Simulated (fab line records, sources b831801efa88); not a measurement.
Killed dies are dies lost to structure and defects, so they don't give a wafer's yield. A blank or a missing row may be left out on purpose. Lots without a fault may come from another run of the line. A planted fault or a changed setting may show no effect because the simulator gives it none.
A struck lot beside a sound one | flow sfq_line | 15 steps out of a route of 325
Sound: wafers L236.1, L236.4, L236.5. Struck: wafer L255.1. (L255.2, L255.3 of the same lot were not struck and are left out.) The cause comes at the end.
At each step with rows: each side's tool, then ch and its chambers, then its first start. Under that, the readings that differ: sound wafers | struck wafers | difference of the means | sigmas: that difference in standard deviations of wafers without a fault.
alike: readings whose means differ by less than 2 such deviations, and words and numbers that are the same on both sides. not compared: withheld readings, readings that some wafer has no value for, bounds like >300 that may hide the same value, and numbers for which the record gives no deviation and whose values overlap.
The two part at a step that has a row with sigmas, a row that says differs or no value, or rows on one side only. Numbers that don't overlap but have no deviation are shown without sigmas and don't part them. A reading that every wafer of one side lacks parts them only if that side has two wafers or more.

first, 1 step without rows for these wafers: SFQ_TRILAYER_M3_STRIP_SOLV_CLEAN_080 (cleans in NMP, time 600 s).
SFQ_TRILAYER_I3_DEP_PECVD_081: deposits SiO2 from SiH4/N2O, time 111.11 s, target thk 500 nm.
  sound on pecvd-03 ch 1,2, day 34 20:40; struck on pecvd-03 ch 1, day 50 18:27
  alike: heater_power_w, throttle_valve_pct
SFQ_TRILAYER_I3_CMP_CMP_082: polishes SiO2.
  sound on cmp-01 ch 2,3, day 34 23:59; struck on cmp-02 ch 1, day 50 23:02
  alike: edge_zone_pressure_frac, motor_current_A, time_to_endpoint_s
SFQ_I3_BOW_MEAS_922:
  sound on film_metro-01, day 35 02:59; struck on film_metro-04, day 51 01:32
  alike: I3_BOW
SFQ_TRILAYER_I3_METRO_MEASURE_083:
  sound on film_metro-01, day 35 03:07; struck on film_metro-04, day 51 01:40
  alike: thk_nm
then, 6 steps without rows for these wafers: SFQ_TRILAYER_I3_VIA_LITHO_COAT_090 (resist thk 62 nm); SFQ_TRILAYER_I3_VIA_LITHO_COAT_085 (resist thk 650 nm); SFQ_TRILAYER_I3_VIA_LITHO_SOFTBAKE_089; SFQ_TRILAYER_I3_VIA_LITHO_EXPOSE_086 (exposes mask I3, target cd 500 nm); SFQ_TRILAYER_I3_VIA_LITHO_PEB_088 (peb time 60 s); SFQ_TRILAYER_I3_VIA_LITHO_DEVELOP_087 (time 60 s).
-- the record jumps here: 5 days lie between the struck wafers' starts before and after --
SFQ_I3_OVL_MEAS_923:
  sound on overlay-01, day 35 07:46; struck on overlay-02, day 56 05:35
  alike: I3_OVL
SFQ_TRILAYER_I3_VIA_BARC_OPEN_VIA_ETCH_121: etches BARC in O2, target depth 125 nm, time 41.7 s.
  sound on rie_diel-03 ch 0,2,3, day 35 07:48; struck on rie_diel-03 ch 0, day 56 05:37
  reading                                                 | sound             | struck | difference | sigmas
  model.KrF_of_TRILAYER_I3_VIA_LITHO_COAT_085.thk_nm (nm) | 570.6 574.4 572.1 | 557.1  | -15.3      |
  alike: bias_w, drypump_motor_current_A, oes_product_au
  not compared: rf_hours_counter_h
SFQ_TRILAYER_I3_VIA_ETCH_VIA_ETCH_088: etches SiO2 in CHF3, stops on Nb, target depth 260 nm.
  sound on rie_diel-03 ch 0,2,3, day 35 07:50; struck on rie_diel-03 ch 0, day 56 05:39
  reading                                                 | sound             | struck | difference | sigmas
  model.KrF_of_TRILAYER_I3_VIA_LITHO_COAT_085.thk_nm (nm) | 525.7 529.1 527.1 | 511.6  | -15.7      |
  alike: bias_w, drypump_motor_current_A, oes_product_au
SFQ_TRILAYER_I3_VIA_STRIP_STRIP_089: strips in O2.
  sound on rie_metal-04 ch 0,1, day 35 07:57; struck on rie_metal-04 ch 0, day 56 05:46
  reading           | sound             | struck | difference | sigmas
  platen_temp_c (C) | 39.99 40.24 40.06 | 39.82  | -0.28      | -3
  alike: drypump_motor_current_A, oes_product_au
  not compared: rf_hours_counter_h

WHERE THEY PART
Only at SFQ_TRILAYER_I3_VIA_STRIP_STRIP_089, within this record.

WHY: what the simulator had put in
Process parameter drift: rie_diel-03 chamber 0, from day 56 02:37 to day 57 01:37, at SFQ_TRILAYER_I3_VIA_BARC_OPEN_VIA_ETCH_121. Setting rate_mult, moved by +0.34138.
